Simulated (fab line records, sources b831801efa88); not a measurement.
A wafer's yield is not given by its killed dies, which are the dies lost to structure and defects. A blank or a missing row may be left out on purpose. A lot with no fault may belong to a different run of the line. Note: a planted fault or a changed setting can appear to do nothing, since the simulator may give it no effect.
fab line records | flow sky130
[record] lots = 7 wafers = 21 lastDay = 50
route steps=708 shown METAL5@680 PASSIVATION@681 PAD_OPEN@708
lots that met no fault: taken from a fault-free run of the same line
startH: start of the lot's first displayed wafer, in hours after the record's first day | waitH: hours from the lot's prior step to this one | " unchanged from the row above | L1.1+2: a row that stands for several wafers | - value missing, or start not given | * or withheld: withheld | < > ~ a bound
route shown NAME@n: a module of which the file shows steps, and the number in the route of the first | usual: average and standard deviation across the fault-free wafers | same: alike in all rows | chamber/n: place in a boat | sites: readings site by site | _std_site: their standard deviation | _edge_site: outer sites' mean less inner sites' | radiusMm: for every site, how far away it sits from the centre of the wafer | mask NAME#n: copy n | behind: tool/chamber where the wafer was last shaped | hold: cause of the lot's hold/its duration in hours/its outcome | device: whichever transistor did not switch (one of n, p or np) | end of line: tests of these same wafers at the route's end | step lacking rows: just its recipe | killed: the dies lost at the first sort to structure and to defects; this is not the yield of the wafer | map: shows each die of a wafer: x if killed, . if not, _ if none is there
set.NAME: the setting that was run; set.NAME@STEP: the one run at that earlier step | model.NAME: the simulator's own value behind a step, which no gauge read
lots seen at some steps along the route; tables by step, rows by wafer
services: from which hour (startH, from the record's first day; less than 0 if before it) a tool's chamber was out of use, for how many hours, and why
[[steps]]
[step SKY_METAL5_CLEAN_19]
[recipe] chemistry = O3/DIW dry = n2Spin
[step SKY_PASSIVATION_CVD_00]
[recipe] material = SiO2 targetThkNm = 90 tempC = 400 timeS = withheld rfW = 600
[usual] heaterPowerW = 714/120
// columns lot.wafer tool chamber startH waitH heaterPowerW
L390.1 pecvd-01 2 1045.30 0.0 722
L390.3 " 1 " " 949
L390.4 " 0 " " 594
L396.1 pecvd-01 2 1079.74 0.0 703
L396.3 " 0 " " 608
L396.5 " 0 " " 606
L398.3 pecvd-01 0 1093.88 0.0 528
L398.4 " 0 " " 517
L398.6 " 2 " " 647
L399.2 pecvd-03 1 1103.65 0.0 848
L399.4 " 0 " " 549
L399.5 " 2 " " 816
L401.3 pecvd-01 1 1108.37 0.0 896
L401.5 " 0 " " 582
L401.6 " 1 " " 899
L408.1 pecvd-02 2 1149.48 0.0 529
L408.2 " 1 " " 848
L408.4 " 2 " " 521
L411.3 pecvd-01 0 1171.83 0.0 571
L411.5 " 1 " " 950
L411.6 " 2 " " 698
[step SKY_PASSIVATION_THK_MEAS_01]
[recipe] reads = SiO2_of_PASSIVATION_CVD_00
[usual] PASSIVATION_CVD_00_THK = 89.5/1.2
// columns lot.wafer tool chamber startH waitH PASSIVATION_CVD_00_THK[nm]
L390.1 filmMetro-01 - 1045.32 - 88.7
L390.3 " - " " 90.0
L390.4 " - " " 90.2
L396.1 filmMetro-01 - 1079.76 - 89.6
L396.3 " - " " 89.0
L396.5 " - " " 89.6
L398.3 filmMetro-01 - 1093.92 - 87.3
L398.4 " - " " 90.0
L398.6 " - " " 90.1
L399.2 filmMetro-01 - 1103.68 - 89.8
L399.4 " - " " 91.9
L399.5 " - " " 92.3
L401.3 filmMetro-01 - 1108.41 - 89.2
L401.5 " - " " 88.4
L401.6 " - " " 90.3
L408.1 filmMetro-03 - 1149.50 - 88.5
L408.2 " - " " 88.5
L408.4 " - " " 90.2
L411.3 filmMetro-04 - 1171.87 - 88.5
L411.5 " - " " 90.6
L411.6 " - " " 89.2
[step SKY_PASSIVATION_CVD_02]
[recipe] material = Si3N4 targetThkNm = 540 tempC = 400 timeS = withheld rfW = 450
[usual] heaterPowerW = 762/110
// columns lot.wafer tool chamber startH waitH heaterPowerW
L390.1 pecvd-03 2 1045.38 0.1 814
L390.3 " 1 " " 878
L390.4 " 2 " " 846
L396.1 pecvd-03 1 1079.82 0.1 886
L396.3 " 2 " " 749
L396.5 " 1 " " 884
L398.3 pecvd-03 0 1093.96 0.0 673
L398.4 " 2 " " 842
L398.6 " 1 " " 893
L399.2 pecvd-02 1 1103.73 0.0 810
L399.4 " 1 " " 855
L399.5 " 2 " " 557
L401.3 pecvd-03 2 1108.45 0.0 847
L401.5 " 2 " " 851
L401.6 " 0 " " 747
L408.1 pecvd-03 0 1149.56 0.1 721
L408.2 " 1 " " 819
L408.4 " 0 " " 735
L411.3 pecvd-02 2 1171.91 0.0 541
L411.5 " 2 " " 596
L411.6 " 0 " " 575
[step SKY_PASSIVATION_THK_MEAS_03]
[recipe] reads = Si3N4_of_PASSIVATION_CVD_02
[usual] PASSIVATION_CVD_02_THK = 542/8.2
// columns lot.wafer tool chamber startH waitH PASSIVATION_CVD_02_THK[nm]
L390.1 filmMetro-01 - 1045.61 - 538
L390.3 " - " " 544
L390.4 " - " " 547
L396.1 filmMetro-04 - 1080.05 - 549
L396.3 " - " " 541
L396.5 " - " " 558
L398.3 filmMetro-04 - 1094.21 - 552
L398.4 " - " " 552
L398.6 " - " " 562
L399.2 filmMetro-01 - 1104.08 - 532
L399.4 " - " " 541
L399.5 " - " " 542
L401.3 filmMetro-03 - 1108.70 - 535
L401.5 " - " " 546
L401.6 " - " " 545
L408.1 filmMetro-03 - 1149.79 - 536
L408.2 " - " " 538
L408.4 " - " " 544
L411.3 filmMetro-01 - 1172.18 - 533
L411.5 " - " " 538
L411.6 " - " " 536
[step SKY_PASSIVATION_DEHYDRATE_04]
[recipe] tempC = 200 timeS = 60
[step SKY_PASSIVATION_HMDS_05]
[recipe] primeTimeS = 60 primeTempC = 120
[step SKY_PASSIVATION_COAT_06]
[recipe] spinRpm = 2000 resistThkNm = 3000
[step SKY_PASSIVATION_SOFTBAKE_07]
[recipe] tempC = 110 timeS = withheld
[step SKY_PASSIVATION_EXPOSE_08]
[recipe] maskId = NSM targetCdNm = 3000 na = 0.57 doseMj = 260
[step SKY_PASSIVATION_PEB_09]
[recipe] tempC = 115 timeS = withheld
[step SKY_PASSIVATION_DEVELOP_10]
[recipe] developTimeS = 60 devTempC = 23
[step SKY_PASSIVATION_ETCH_11]
[recipe] chemistry = CF4/O2 targetDepthNm = 725 stopOn = AlCu sourceW = 800 biasW = 150 pressureMtorr = 150 cf4FlowSccm = 80 O2_flow_sccm = 10 timeS = 161.1
[usual] O2_flow_sccm = 9.998/0.029 drypumpMotorCurrentA = 5.9/0.68 oesProductAu = 0.978/0.0071 rfFwdPowerW = 796.0/2.6 throttleValvePct = 5.964/0.009
// columns lot.wafer tool chamber startH waitH O2_flow_sccm drypumpMotorCurrentA oesProductAu rfFwdPowerW rfHoursCounterH throttleValvePct model.PASSIVATION.featureDepthNm model.etch.depthNm model.coat_of_PASSIVATION_COAT_06.thkNm
L390.1 rieDiel-02 0 1066.30 - 9.989 5.0 0.973 792.8 13 5.961 701.5 701.5 2516
L390.3 " 3 " " 9.980 5.6 0.986 793.4 8 5.975 709.9 709.9 2505
L390.4 " 2 " " 10.009 6.3 0.983 798.7 21 5.969 713 713 2529
L396.1 rieDiel-04 1 1100.55 - 10.062 6.8 0.977 796.3 20 5.958 711.1 711.1 2523
L396.3 " 0 " " 10.003 5.8 0.980 799.2 16 5.977 703.1 703.1 2516
L396.5 " 3 " " 10.014 5.1 0.992 797.5 - 5.979 721.2 721.2 2514
L398.3 rieDiel-04 0 1114.12 - 9.995 5.8 0.915 671.9 17 5.937 634.3 634.3 2579
L398.4 " 2 " " 9.991 6.7 0.914 666.7 14 5.945 622.6 622.6 2584
L398.6 " 2 " " 10.018 6.8 0.908 666.7 - 5.952 619.8 619.8 2587
L399.2 rieDiel-04 2 1123.34 - 9.995 6.8 0.898 667.5 14 5.945 619.4 619.4 2603
L399.4 " 1 " " 10.059 6.7 0.915 667.7 21 5.940 616.8 616.8 2604
L399.5 " 0 " " 10.012 5.8 0.912 666.2 - 5.954 619.4 619.4 2612
L401.3 rieDiel-04 2 1127.82 - 9.997 6.8 0.917 661.6 15 5.950 621.6 621.6 2584
L401.5 " 2 " " 10.007 6.8 0.911 664.5 - 5.948 620.5 620.5 2581
L401.6 " 3 " " 10.002 5.1 0.911 667.1 - 5.947 627.4 627.4 2582
L408.1 rieDiel-03 0 1167.27 - 10.010 5.9 0.974 797.6 18 5.972 699 699 2530
L408.2 " 3 " " 10.054 6.7 0.971 797.8 25 5.968 700.4 700.4 2534
L408.4 " 1 " " 9.987 5.2 0.981 794.3 23 5.952 709.4 709.4 2516
L411.3 rieDiel-04 0 1188.22 - 10.025 5.8 0.971 795.1 20 5.964 695.2 695.2 2508
L411.5 " 1 " " 9.982 6.8 0.966 798.5 - 5.956 702.4 702.4 2523
L411.6 " 0 " " 10.002 5.8 0.969 797.6 - 5.963 698.7 698.7 2512
[step SKY_PASSIVATION_STRIP_12]
[recipe] chemistry = O2/N2 powerW = 1400 pressureMtorr = 1500 platenTempC = withheld overashFraction = 0.7 o2FlowSccm = 3000 n2FlowSccm = 300
[usual] drypumpMotorCurrentA = 5.8/0.52 oesProductAu = 0.661/0.0044 stripTimeToEndpointS = 31.53/0.13
// columns lot.wafer tool chamber startH waitH drypumpMotorCurrentA oesProductAu rfHoursCounterH stripTimeToEndpointS
L390.1 plasmaAsher-02 1 1066.40 0.1 5.5 0.653 93 31.53
L390.3 " 1 " " 5.5 0.666 - 31.38
L390.4 " 0 " " 5.9 0.658 - 31.67
L396.1 plasmaAsher-04 1 1100.65 0.1 5.8 0.660 3 31.59
L396.3 " 1 " " 5.7 0.665 - 31.51
L396.5 " 0 " " 6.6 0.664 - 31.49
L398.3 plasmaAsher-04 0 1114.26 0.1 6.6 0.664 - 32.24
L398.4 " 1 " " 5.8 0.667 - 32.29
L398.6 " 1 " " 5.8 0.667 - 32.32
L399.2 plasmaAsher-02 1 1123.45 0.1 5.5 0.664 98 32.52
L399.4 " 1 " " 5.5 0.663 - 32.53
L399.5 " 0 " " 5.9 0.663 - 32.61
L401.3 plasmaAsher-04 0 1127.96 0.1 6.7 0.655 - 32.29
L401.5 " 1 " " 5.8 0.670 - 32.25
L401.6 " 0 " " 6.6 0.667 - 32.24
L408.1 plasmaAsher-01 0 1167.38 0.1 4.9 0.669 69 31.69
L408.2 " 1 " " 6.3 0.657 69 31.74
L408.4 " 0 " " 4.9 0.664 - 31.52
L411.3 plasmaAsher-01 1 1188.36 0.1 6.2 0.652 - 31.43
L411.5 " 1 " " 6.3 0.658 - 31.61
L411.6 " 0 " " 4.9 0.662 - 31.47
[step SKY_PAD_OPEN_PROBE_99]
[usual] defectLimitedYield = 82.4/1.9 killed_at_M0_to_M3 = 44/7.2 killed_at_M4_up = 3.4/2.1 killedAtContacts = 24/5.5 killedAtFrontEnd = 15/4.6 killedAtOther = 0.4/0.64 killedDies = 86/9.1 killedOnRim = 17/3.8 killedOpen = 47/7.5 killedShort = 39/5.8 sort_bin_3_pad_short = 0.9/0.41 sort_bin_5_function = 10.4/1.5 sort_bin_6_memory = 6.3/1.2 sortNPass = 406/9.1 sortYieldPct = 82.4/1.9
[same] grossDies = 492 killedAtBackSide = 0 sort_bin_4_leakage[%] = 0 sort_bin_8_speed[%] = 0
// columns lot.wafer tool chamber startH waitH defectLimitedYield[%] killed_at_M0_to_M3 killed_at_M4_up killedAtContacts killedAtFrontEnd killedAtOther killedDies killedOnRim killedOpen killedShort sort_bin_3_pad_short[%] sort_bin_5_function[%] sort_bin_6_memory[%] sortNPass sortYieldPct[%]
L390.1 prober-01 - 1089.68 0.1 84.3 40 4 21 12 0 77 18 43 34 0.8 9.8 5.1 415 84.3
L390.3 prober-01 - 1089.78 0.2 80.9 35 3 29 27 0 94 15 49 45 0.8 11.2 7.1 398 80.9
L390.4 prober-01 - 1089.83 0.2 81.3 50 3 20 19 0 92 22 49 43 1.4 10.4 6.9 400 81.3
L396.1 prober-01 - 1122.13 0.1 84.3 35 5 23 13 1 77 16 42 34 0.8 8.9 5.9 415 84.3
L396.3 prober-01 - 1122.23 0.2 83.3 36 3 28 15 0 82 18 45 36 1.2 10.2 5.3 410 83.3
L396.5 prober-01 - 1122.33 0.2 82.1 45 2 23 18 0 88 20 49 39 0.4 11.0 6.5 404 82.1
L398.3 prober-01 - 1135.96 0.2 0 57 6 22 11 396 492 96 55 42 1.0 92.3 6.7 0 0
L398.4 prober-01 - 1136.01 0.2 0 38 2 30 11 411 492 96 47 34 0.2 92.3 7.5 0 0
L398.6 prober-01 - 1136.11 0.2 0 40 3 22 9 418 492 96 39 35 1.0 94.5 4.5 0 0
L399.2 prober-02 - 1144.27 0.1 0 45 0 18 13 416 492 96 37 39 1.2 93.3 5.5 0 0
L399.4 prober-02 - 1144.37 0.2 0.2 38 0 21 12 420 491 96 43 29 0.2 95.1 4.5 1 0.2
L399.5 prober-02 - 1144.42 0.2 0 50 1 28 12 401 492 96 46 46 0.8 93.9 5.3 0 0
L401.3 prober-01 - 1148.61 0.2 0 45 4 25 15 403 492 96 57 31 0.6 94.9 4.5 0 0
L401.5 prober-01 - 1148.71 0.2 0 44 2 34 15 397 492 96 49 48 1.6 91.5 6.9 0 0
L401.6 prober-01 - 1148.76 0.2 0 42 1 28 11 410 492 96 51 31 1.4 93.3 5.3 0 0
L408.1 prober-01 - 1186.34 0.1 82.7 46 3 27 9 0 85 19 51 34 1.4 10.0 5.9 407 82.7
L408.2 prober-01 - 1186.39 0.1 81.9 44 5 28 12 0 89 17 48 41 0.6 9.6 7.9 403 81.9
L408.4 prober-01 - 1186.49 0.2 81.7 42 4 30 14 0 90 17 50 40 0.8 9.8 7.7 402 81.7
L411.3 prober-01 - 1205.57 0.2 80.5 61 2 16 17 0 96 20 51 44 0.4 12.2 6.9 396 80.5
L411.5 prober-01 - 1205.67 0.2 81.5 48 4 18 21 0 91 15 62 29 0.6 9.8 8.1 401 81.5
L411.6 prober-01 - 1205.72 0.2 79.3 45 4 39 14 0 102 25 56 46 0.4 13.4 6.9 390 79.3
// killed by level:class
L390.1 CONTACT:geometricParticle:open=10 LI_CONTACT:geometricParticle:open=6 VIA1:geometricParticle:open=6 VIA3:geometricParticle:open=6 FIELD_ISO:geometricParticle:open=4 POLY_GATE:geometricParticle:short=4 METAL1:geometricParticle:short=4 VIA1:geometricParticle:short=4
L390.3 CONTACT:geometricParticle:short=10 METAL1:geometricParticle:short=8 CONTACT:geometricParticle:open=8 FIELD_ISO:geometricParticle:short=7 POLY_GATE:geometricParticle:open=7 LI_CONTACT:geometricParticle:open=7 VIA1:geometricParticle:open=7 VIA3:geometricParticle:open=6
L390.4 VIA3:geometricParticle:open=12 VIA1:geometricParticle:open=10 METAL1:geometricParticle:short=7 METAL2:geometricParticle:short=7 POLY_GATE:geometricParticle:short=6 CONTACT:geometricParticle:open=6 LI_CONTACT:geometricParticle:open=5 VIA2:geometricParticle:open=5
L396.1 VIA1:geometricParticle:open=9 LI_CONTACT:geometricParticle:open=7 METAL2:geometricParticle:short=7 VIA3:geometricParticle:open=7 CONTACT:geometricParticle:open=6 FIELD_ISO:geometricParticle:open=5 POLY_GATE:geometricParticle:short=4 CONTACT:geometricParticle:short=3
L396.3 CONTACT:geometricParticle:open=11 CONTACT:geometricParticle:short=9 VIA1:geometricParticle:open=9 FIELD_ISO:geometricParticle:open=7 VIA2:geometricParticle:open=5 LI_CONTACT:geometricParticle:open=5 FIELD_ISO:geometricParticle:short=4 VIA3:geometricParticle:short=4
L396.5 CONTACT:geometricParticle:open=9 METAL1:geometricParticle:short=9 VIA1:geometricParticle:open=8 VIA3:geometricParticle:open=7 CONTACT:geometricParticle:short=5 LI_CONTACT:geometricParticle:open=5 VIA1:geometricParticle:short=5 FIELD_ISO:geometricParticle:open=4
L398.3 PASSIVATION:areaEtch=395 VIA1:geometricParticle:open=11 VIA2:geometricParticle:open=10 LI_CONTACT:geometricParticle:open=8 METAL2:geometricParticle:short=7 CONTACT:geometricParticle:open=7 VIA3:geometricParticle:open=7 METAL4:geometricParticle:short=6
L398.4 PASSIVATION:areaEtch=411 CONTACT:geometricParticle:open=11 VIA1:geometricParticle:open=11 LI_CONTACT:geometricParticle:open=8 METAL2:geometricParticle:short=8 VIA2:geometricParticle:open=5 POLY_GATE:geometricParticle:short=4 LOCAL_INTERCONNECT:geometricParticle:short=4
L398.6 PASSIVATION:areaEtch=418 CONTACT:geometricParticle:open=10 METAL2:geometricParticle:short=8 VIA3:geometricParticle:short=6 VIA3:geometricParticle:open=6 VIA1:geometricParticle:open=5 VIA2:geometricParticle:open=5 LI_CONTACT:geometricParticle:open=4
L399.2 PASSIVATION:areaEtch=416 VIA2:geometricParticle:open=10 METAL1:geometricParticle:short=7 LOCAL_INTERCONNECT:geometricParticle:short=6 VIA1:geometricParticle:open=6 POLY_GATE:geometricParticle:short=5 LI_CONTACT:geometricParticle:open=5 METAL3:geometricParticle:short=5
L399.4 PASSIVATION:areaEtch=419 VIA1:geometricParticle:open=11 LI_CONTACT:geometricParticle:open=8 FIELD_ISO:geometricParticle:open=5 CONTACT:geometricParticle:open=5 VIA3:geometricParticle:open=5 VIA3:geometricParticle:short=5 VIA1:geometricParticle:short=4
L399.5 PASSIVATION:areaEtch=400 VIA1:geometricParticle:open=15 CONTACT:geometricParticle:open=10 VIA1:geometricParticle:short=9 LI_CONTACT:geometricParticle:open=8 METAL1:geometricParticle:short=7 METAL2:geometricParticle:short=7 LOCAL_INTERCONNECT:geometricParticle:short=6
L401.3 PASSIVATION:areaEtch=402 VIA2:geometricParticle:open=10 VIA3:geometricParticle:open=9 LI_CONTACT:geometricParticle:open=8 CONTACT:geometricParticle:open=8 VIA1:geometricParticle:open=6 FIELD_ISO:geometricParticle:open=5 VIA1:geometricParticle:short=5
L401.5 PASSIVATION:areaEtch=395 CONTACT:geometricParticle:open=13 VIA1:geometricParticle:open=10 METAL1:geometricParticle:short=8 LI_CONTACT:geometricParticle:open=8 VIA3:geometricParticle:open=6 FIELD_ISO:geometricParticle:short=5 LI_CONTACT:geometricParticle:short=4
L401.6 PASSIVATION:areaEtch=408 VIA1:geometricParticle:open=15 LI_CONTACT:geometricParticle:open=8 VIA2:geometricParticle:open=8 CONTACT:geometricParticle:open=6 LI_CONTACT:geometricParticle:short=5 CONTACT:geometricParticle:short=5 VIA1:geometricParticle:short=5
L408.1 VIA1:geometricParticle:open=13 CONTACT:geometricParticle:open=12 METAL1:geometricParticle:short=9 VIA2:geometricParticle:open=8 LI_CONTACT:geometricParticle:open=5 LOCAL_INTERCONNECT:geometricParticle:short=4 CONTACT:geometricParticle:short=4 METAL3:geometricParticle:short=4
L408.2 LI_CONTACT:geometricParticle:open=9 METAL2:geometricParticle:short=9 CONTACT:geometricParticle:short=8 CONTACT:geometricParticle:open=7 VIA1:geometricParticle:open=6 VIA3:geometricParticle:short=6 VIA2:geometricParticle:open=6 METAL1:geometricParticle:short=5
L408.4 LI_CONTACT:geometricParticle:open=8 VIA2:geometricParticle:open=8 VIA1:geometricParticle:open=7 LI_CONTACT:geometricParticle:short=6 CONTACT:geometricParticle:open=6 VIA1:geometricParticle:short=6 VIA3:geometricParticle:open=6 FIELD_ISO:geometricParticle:open=5
L411.3 VIA1:geometricParticle:open=16 METAL1:geometricParticle:short=10 CONTACT:geometricParticle:open=7 VIA3:geometricParticle:open=7 VIA2:geometricParticle:open=6 VIA1:geometricParticle:short=5 FIELD_ISO:geometricParticle:open=4 POLY_GATE:geometricParticle:open=4
L411.5 VIA2:geometricParticle:open=12 VIA1:geometricParticle:open=9 FIELD_ISO:geometricParticle:open=8 LI_CONTACT:geometricParticle:open=7 CONTACT:geometricParticle:open=6 VIA3:geometricParticle:open=5 METAL1:geometricParticle:short=5 POLY_GATE:geometricParticle:open=4
L411.6 CONTACT:geometricParticle:open=13 VIA3:geometricParticle:open=9 CONTACT:geometricParticle:short=8 VIA1:geometricParticle:open=8 METAL1:geometricParticle:short=8 VIA2:geometricParticle:open=7 FIELD_ISO:geometricParticle:open=6 LOCAL_INTERCONNECT:geometricParticle:short=6
// map L398.3 (x killed, . not)
__________xxxxxxxxxx_________
________xxxxxxxxxxxxxx_______
______xxxxxxxxxxxxxxxxxx_____
_____xxxxxxxxxxxxxxxxxxxx____
____xxxxxxxxxxxxxxxxxxxxxx___
___xxxxxxxxxxxxxxxxxxxxxxxx__
__xxxxxxxxxxxxxxxxxxxxxxxxxx_
_xxxxxxxxxxxxxxxxxxxxxxxxxxxx
_xxxxxxxxxxxxxxxxxxxxxxxxxxxx
_xxxxxxxxxxxxxxxxxxxxxxxxxxxx
_xxxxxxxxxxxxxxxxxxxxxxxxxxxx
_xxxxxxxxxxxxxxxxxxxxxxxxxxxx
_xxxxxxxxxxxxxxxxxxxxxxxxxxxx
_xxxxxxxxxxxxxxxxxxxxxxxxxxxx
_xxxxxxxxxxxxxxxxxxxxxxxxxxxx
__xxxxxxxxxxxxxxxxxxxxxxxxxx_
___xxxxxxxxxxxxxxxxxxxxxxxx__
____xxxxxxxxxxxxxxxxxxxxxx___
_____xxxxxxxxxxxxxxxxxxxx____
______xxxxxxxxxxxxxxxxxx_____
________xxxxxxxxxxxxxx_______
__________xxxxxxxxxx_________
// map L399.2 (x killed, . not)
__________xxxxxxxxxx_________
________xxxxxxxxxxxxxx_______
______xxxxxxxxxxxxxxxxxx_____
_____xxxxxxxxxxxxxxxxxxxx____
____xxxxxxxxxxxxxxxxxxxxxx___
___xxxxxxxxxxxxxxxxxxxxxxxx__
__xxxxxxxxxxxxxxxxxxxxxxxxxx_
_xxxxxxxxxxxxxxxxxxxxxxxxxxxx
_xxxxxxxxxxxxxxxxxxxxxxxxxxxx
_xxxxxxxxxxxxxxxxxxxxxxxxxxxx
_xxxxxxxxxxxxxxxxxxxxxxxxxxxx
_xxxxxxxxxxxxxxxxxxxxxxxxxxxx
_xxxxxxxxxxxxxxxxxxxxxxxxxxxx
_xxxxxxxxxxxxxxxxxxxxxxxxxxxx
_xxxxxxxxxxxxxxxxxxxxxxxxxxxx
__xxxxxxxxxxxxxxxxxxxxxxxxxx_
___xxxxxxxxxxxxxxxxxxxxxxxx__
____xxxxxxxxxxxxxxxxxxxxxx___
_____xxxxxxxxxxxxxxxxxxxx____
______xxxxxxxxxxxxxxxxxx_____
________xxxxxxxxxxxxxx_______
__________xxxxxxxxxx_________
[[services]]
// columns tool chamber startH hours kind
pecvd-03 2 1023.52 5.5 scheduledDown
pecvd-01 - 1031.18 1.7 repair
pecvd-03 2 1031.91 2.1 scheduledDown
rieDiel-03 - 1050.06 2.6 repair
plasmaAsher-04 - 1053.14 1.4 repair
plasmaAsher-04 - 1055.25 9.0 pm
plasmaAsher-04 0 1055.25 9.0 ventCycle
pecvd-02 0 1068.57 10.0 repair
rieDiel-04 - 1070.17 0.7 repair
pecvd-01 1 1071.00 5.5 scheduledDown
plasmaAsher-04 - 1075.68 1.8 repair
plasmaAsher-01 - 1092.69 3.5 repair
rieDiel-02 - 1094.87 1.6 repair
pecvd-02 0 1100.08 5.3 repair
rieDiel-02 - 1113.93 14.6 pm
pecvd-03 - 1120.07 0.7 repair
plasmaAsher-01 - 1122.79 40.5 pm
rieDiel-03 - 1123.24 14.6 pm
rieDiel-02 1 1129.88 4.0 repair
pecvd-02 2 1131.10 3.6 repair
rieDiel-02 3 1139.66 6.5 repair
plasmaAsher-04 - 1147.03 2.8 pm
plasmaAsher-02 - 1157.22 1.8 repair
pecvd-01 2 1175.97 4.0 repair
[[key]]
[firstSign] step = SKY_PASSIVATION_ETCH_11 reading = rfFwdPowerW direction = down sigmas = 49 usual = 796.0 struck = 666.6
[effect] step = SKY_PASSIVATION_ETCH_11 reading = oesProductAu direction = down sigmas = 9.4 usual = 0.978 struck = 0.911
[effect] step = SKY_PASSIVATION_STRIP_12 reading = stripTimeToEndpointS direction = up sigmas = 6.6 usual = * struck = *
[effect] step = SKY_PAD_OPEN_PROBE_99 reading = killedAtOther direction = up sigmas = 99+ usual = 0.4 struck = 408
[modelEffect] step = SKY_PASSIVATION_ETCH_11 value = PASSIVATION.featureDepthNm without = 708.9 struck = 622.4
[moreKillsBornAt] SKY_PASSIVATION_ETCH_11@rieDiel-04 = 3664
metAt SKY_PASSIVATION_ETCH_11
struckWafers L398.3,L398.4,L398.6,L399.2,L399.4,L399.5,L401.3,L401.5,L401.6
laterRowsLeftOut L398.3,L398.4,L398.6,L399.2,L399.4,L399.5,L401.3,L401.5,L401.6
onsetBetween 1100.55 1114.12
[fault] kind = processParameterDrift tool = rieDiel-04 chamber = - onsetH = 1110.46 steps = SKY_PASSIVATION_ETCH_11 channel = sourceW offset = -128 shape = step endH = 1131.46 actsIn = theseRecipesOnly stated = 800
// laterRowsLeftOut: the simulator's readings of these wafers behind a module that went badly wrong aren't trusted and aren't shown, but for the sort
